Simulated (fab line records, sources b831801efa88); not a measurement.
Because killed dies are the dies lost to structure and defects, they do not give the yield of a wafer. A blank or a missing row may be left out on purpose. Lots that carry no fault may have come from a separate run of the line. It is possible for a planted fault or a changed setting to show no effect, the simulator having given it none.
Commonality check across tools	flow sky130	Lots sampled 12, wafers sampled 39

REASON IT WAS OPENED
On 1 of the 12 lots, a flag is raised at SKY_FIELD_ISO_CD_MEAS_13 on the reading cd-nm. No-fault wafers: 150.1 nm, standard deviation 1.6.
Rule: flag the lot when none of its wafers has a number, or when each of its wafers that has one lies beyond 4 standard deviations from that mean. All remaining lots are regarded as sound.

lot	measured	on	cd-nm (nm), wafer by wafer	flag
L534	day 2 04:50	cd-sem-02	146.1 147.1 145.6	
L535	day 2 09:43	cd-sem-01	150.8 150.3 149.6	
L538	day 3 01:18	cd-sem-02	151.3 150.0 150.7	
L540	day 3 11:09	cd-sem-01	147.2 146.9 148.0	
L542	day 4 00:38	cd-sem-02	142.6 142.6 140.5 142.7 142.7 140.5	FLAGGED
L550	day 5 18:40	cd-sem-02	148.9 150.1 150.4	
L551	day 5 20:15	cd-sem-01	149.8 150.4 151.0	
L552	day 6 01:53	cd-sem-02	150.1 151.7 150.5	
L553	day 6 06:22	cd-sem-02	151.7 152.7 152.5	
L555	day 6 22:52	cd-sem-01	150.0 147.8 149.7	
L556	day 6 23:13	cd-sem-02	151.4 150.0 151.3	
L557	day 7 09:58	cd-sem-02	152.5 152.7 153.1	
The mean of the flagged lots' numbers is 141.9 nm, -8.2 nm from the usual (-5 standard deviations).

TOOL THAT RAN EACH LOT
The record keeps 1 process step preceding the reading, out of 708 steps on the route. Each cell gives the tool, then ch followed by the chambers the sampled wafers passed through, then the start.
lot	flag	SKY_FIELD_ISO_EXPOSE_10
L534		krf-scanner-01 ch 0, day 1 21:29
L535		krf-scanner-02 ch 0, day 2 02:32
L538		krf-scanner-01 ch 0, day 2 17:55
L540		krf-scanner-01 ch 0, day 3 03:43
L542	FLAGGED	krf-scanner-01 ch 0, day 3 16:31
L550		krf-scanner-02 ch 0, day 5 10:17
L551		krf-scanner-01 ch 0, day 5 11:44
L552		krf-scanner-02 ch 0, day 5 17:17
L553		krf-scanner-02 ch 0, day 5 21:37
L555		krf-scanner-01 ch 0, day 6 13:14
L556		krf-scanner-02 ch 0, day 6 13:29
L557		krf-scanner-01 ch 0, day 7 02:10
These steps, and what they do:
- SKY_FIELD_ISO_EXPOSE_10: exposes mask FOM, target cd 150 nm.
- SKY_FIELD_ISO_CD_MEAS_13: target cd 150 nm.

FLAGGED OVER TOTAL, TOOL BY TOOL (the gauges that took the reading come last)
step	tool	lots run	flagged	share of the flagged lots	sound lots run after its first flagged lot
SKY_FIELD_ISO_EXPOSE_10	krf-scanner-01	7	1	all	3 (L551,L555,L557)
SKY_FIELD_ISO_EXPOSE_10	krf-scanner-02	5	0	none	-
SKY_FIELD_ISO_CD_MEAS_13	cd-sem-01	4	0	none	-
SKY_FIELD_ISO_CD_MEAS_13	cd-sem-02	8	1	all	5 (L550,L552,L553,L556,L557)

WHAT IS ALLOWED BY THE TABLE
2 rows of the table ran every flagged lot: krf-scanner-01 at SKY_FIELD_ISO_EXPOSE_10, cd-sem-02 at SKY_FIELD_ISO_CD_MEAS_13.
- krf-scanner-01 at SKY_FIELD_ISO_EXPOSE_10 ran 7 lots, 1 of them flagged. Lots that were sound ran on it after the first flagged one (L551, L555, L557); a persistent fault on the entire tool would not allow that.
- cd-sem-02 at SKY_FIELD_ISO_CD_MEAS_13 ran 8 lots, 1 of them flagged. Lots that were sound ran on it after the first flagged one (L550, L552, L553, L556, L557); a persistent fault on the entire tool would not allow that.
No row of the table ran every flagged lot and no sound lot after the first.

WHAT THE SIMULATOR HAD PUT IN
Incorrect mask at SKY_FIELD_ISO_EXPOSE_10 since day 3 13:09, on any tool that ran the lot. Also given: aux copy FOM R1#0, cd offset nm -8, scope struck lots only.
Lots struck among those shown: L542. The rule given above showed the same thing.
